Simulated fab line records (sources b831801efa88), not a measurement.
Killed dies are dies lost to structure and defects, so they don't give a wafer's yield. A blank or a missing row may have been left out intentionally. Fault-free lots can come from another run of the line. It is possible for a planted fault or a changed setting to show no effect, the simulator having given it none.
Comparing a struck lot with a sound one    flow sky130    28 steps out of a route of 708
Sound: these wafers, L351.3, L351.4, L351.5. Wafers struck: L355.2, L355.3, L355.6. The cause comes at the end.
For every step that has rows: the tool of each side, followed by ch and its chambers, followed by its first start. Under that, the readings that differ: sound wafers    struck wafers    difference of the means    sigmas: that difference in standard deviations of wafers without a fault.
alike: a reading whose means differ by less than 2 such deviations, as well as words and numbers matching on both sides. not compared: withheld readings; readings where some wafer has no value; bounds like >300 that might hide an equal value; numbers whose values overlap and for which the record gives no deviation.
The two part at a step that has a row with sigmas, a row that says differs or no value, or rows on one side only. Non-overlapping numbers with no deviation appear without sigmas and do not part them. Lack of a reading on every wafer of one side parts them only where that side has two or more wafers.

first, 1 step without rows for these wafers: SKY_VT_ADJUST_HVTR_IMPLANT_09.
SKY_VT_ADJUST_HVTR_STRIP_10: strips in O2/N2.
  sound on plasma_asher-04 ch 0,1, day 13 07:25; struck on plasma_asher-01 ch 0,1, day 14 13:13
  alike: chamber_pressure_mTorr, drypump_motor_current_A, n2_flow_sccm, oes_product_au, strip_time_to_endpoint_s
  not compared: rf_hours_counter_h
SKY_VT_ADJUST_HVTR_TW_MEAS_11:
  sound on film_metro-03 at day 13 07:29; struck on film_metro-04 at day 14 13:20
  alike: VT_ADJUST_HVTR_TW
then, 7 steps without rows for these wafers: SKY_VT_ADJUST_PCH_DEHYDRATE_00 (time 60 s); SKY_VT_ADJUST_PCH_HMDS_01 (prime time 60 s); SKY_VT_ADJUST_PCH_COAT_02 (resist thk 3000 nm); SKY_VT_ADJUST_PCH_SOFTBAKE_03; SKY_VT_ADJUST_PCH_EXPOSE_04 (exposes mask NWM, target cd 840 nm); SKY_VT_ADJUST_PCH_PEB_05; SKY_VT_ADJUST_PCH_DEVELOP_06 (develop time 60 s).
SKY_VT_ADJUST_PCH_OVL_MEAS_07:
  sound on overlay-02 at day 14 09:47; struck on overlay-01 at day 15 16:53
  alike: VT_ADJUST_PCH_OVL
after that, 1 step had no rows for these wafers: SKY_VT_ADJUST_PCH_IMPLANT_08.
SKY_VT_ADJUST_PCH_STRIP_09: strips in O2/N2.
  sound on plasma_asher-03 ch 0,1, day 14 09:59; struck on plasma_asher-04 ch 0,1, day 15 17:04
  no value came back on the struck wafers for any of 6 readings (chamber_pressure_mTorr (mTorr), drypump_motor_current_A (A) and others); on the sound wafers chamber_pressure_mTorr (mTorr) reads 1500.5 1500.2 1497.8
reading                                          sound  struck          difference  sigmas
model.coat_of_VT_ADJUST_PCH_COAT_02.thk_nm (nm)  0 0 0  2981 2995 2988  +2988       
  not compared: rf_hours_counter_h
SKY_VT_ADJUST_PCH_TW_MEAS_10:
  sound on film_metro-02 at day 14 10:04; struck on film_metro-04 at day 15 17:10
  alike: VT_ADJUST_PCH_TW
then, 7 steps without rows for these wafers: SKY_SONOS_TUNNEL_DEHYDRATE_00 (time 60 s); SKY_SONOS_TUNNEL_HMDS_01 (prime time 60 s); SKY_SONOS_TUNNEL_COAT_02 (resist thk 1140 nm); SKY_SONOS_TUNNEL_SOFTBAKE_03 (time 60 s); SKY_SONOS_TUNNEL_EXPOSE_04 (exposes mask TUNM, target cd 410 nm); SKY_SONOS_TUNNEL_PEB_05; SKY_SONOS_TUNNEL_DEVELOP_06 (develop time 60 s).
SKY_SONOS_TUNNEL_CD_MEAS_07: target cd 410 nm.
  sound on cd_sem-01 at day 15 13:00; struck on cd_sem-02 at day 16 21:14
  alike: cd_nm
SKY_SONOS_TUNNEL_OVL_MEAS_08:
  sound on overlay-01 at day 15 13:05; struck on overlay-02 at day 16 21:20
  alike: SONOS_TUNNEL_OVL
then, 2 steps without rows for these wafers: SKY_SONOS_TUNNEL_IMPLANT_09; SKY_SONOS_TUNNEL_WET_ETCH_10 (etches SiO2 in dHF, target depth 14 nm, time 280 s).
SKY_SONOS_TUNNEL_STRIP_11: strips in SPM, time 600 s.
  sound on wet_bench-03 ch 1, day 15 13:21; struck on wet_bench-04 ch 3, day 16 21:37
reading                                            sound              struck             difference  sigmas
bath_guard_temp_C (C)                              130.7 131.1 130.6  129.3 129.2 129.1  -1.6        -3
model.NOVOLAK_of_SONOS_TUNNEL_COAT_02.thk_nm (nm)  0 0 0              1135 1135 1135     +1135       
  alike: bath_heat_duty_pct
SKY_SONOS_TUNNEL_TW_MEAS_12:
  sound on film_metro-02 at day 15 13:35; struck on film_metro-03 at day 16 22:01
reading          sound              struck          difference  sigmas
SONOS_TUNNEL_TW  196.9 196.3 196.7  30.1 30.0 30.1  -166.6      -99 or more
  not compared: hold
SKY_PAD_OPEN_PROBE_99:
  rows exist in the record for the sound wafers here (prober-02, day 49 09:35), none for the struck ones

WHERE THEY PART
Last at SKY_PAD_OPEN_PROBE_99 as far as this record goes, first at SKY_VT_ADJUST_PCH_STRIP_09.

WHY: the cause the simulator had injected
Skipped step whole: plasma_asher-04, from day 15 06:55 on, at SKY_VT_ADJUST_PCH_STRIP_09. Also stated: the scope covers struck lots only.
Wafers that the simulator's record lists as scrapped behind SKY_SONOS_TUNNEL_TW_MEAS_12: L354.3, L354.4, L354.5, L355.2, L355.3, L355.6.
